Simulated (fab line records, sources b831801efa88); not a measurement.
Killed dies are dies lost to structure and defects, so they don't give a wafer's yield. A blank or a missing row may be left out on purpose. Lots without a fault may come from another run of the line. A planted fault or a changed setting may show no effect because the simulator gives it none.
Problem report in the 8D (eight disciplines) form, filled by code | flow sky130 | the parts of the form that need people (team, actions taken, sign-off) are left out

1. THE PROBLEM
spin_speed_rpm at SKY_VIA2_COAT_06 reads a mean of 2846.5 rpm on 6 wafers of 2 lots; wafers without a fault read 3000.0 rpm with a standard deviation of 2. That is -77 standard deviations from the usual mean.
The step: resist thk 60 nm.
First seen on wafer L115.2, day 39 11:47, on litho_track-03. The record holds 33 wafers of 11 lots with a number at this step. Rule for "out", or "out of limits": more than 4 standard deviations from the usual mean. The other wafers with a number count as sound.

2. WHAT IT IS AND WHAT IT IS NOT
question                    | is                     | is not
which readings at this step | spin_speed_rpm         | -
which lots                  | L115, L116             | L105, L106, L107, L110, L113, L122, L123, L124, L126
which wafers of those lots  | all that have a number | -
read on which tools         | litho_track-03         | litho_track-01, litho_track-02
when                        | from day 39 11:47      | up to then (15 sound wafers); but 12 sound wafers of L122, L123, L124, L126 came after

3. SUSPECTS, AND WHAT RULES EACH OUT
Counting: a tool at a process step up to the reading stays a suspect if it ran every lot that is out and no sound lot after the first of them.
- litho_track-03 at SKY_VIA2_COAT_06 (resist thk 60 nm): ruled out as a lasting fault. Sound lots L124 ran on it after its first lot that is out, L115 (day 39 11:47).
Left after counting: nothing in the record.

4. THE CAUSE (what the simulator had put in)
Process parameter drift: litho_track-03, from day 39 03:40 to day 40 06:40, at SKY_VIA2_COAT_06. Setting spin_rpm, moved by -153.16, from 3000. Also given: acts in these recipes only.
Counting ruled it out, wrongly.

5. THE CHAIN OF EFFECTS, in route order
Each row: a reading whose mean over the struck wafers that have a number lies more than 3 standard deviations from the usual. Only readings for which the record gives a usual standard deviation are gone through. hours: the time from each lot's start at the first step in this table that gives one to its start at this step, as a median over the lots. sigmas: the change in usual standard deviations.
hours | step             | reading        | usual      | on struck wafers | change | sigmas
0     | SKY_VIA2_COAT_06 | spin_speed_rpm | 3000.0 rpm | 2846.5           | -153.5 | -77
The process steps in it:
- SKY_VIA2_COAT_06: resist thk 60 nm.
Later measuring or inspecting steps at which every struck wafer that the step has a row for has a number for every such reading, and none has moved that far: SKY_VIA2_OVL_MEAS_13.

6. WHAT WOULD HAVE CAUGHT IT SOONER
In this record the first reading out of limits was taken at day 39 11:47, 8 hours after the fault began at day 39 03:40.
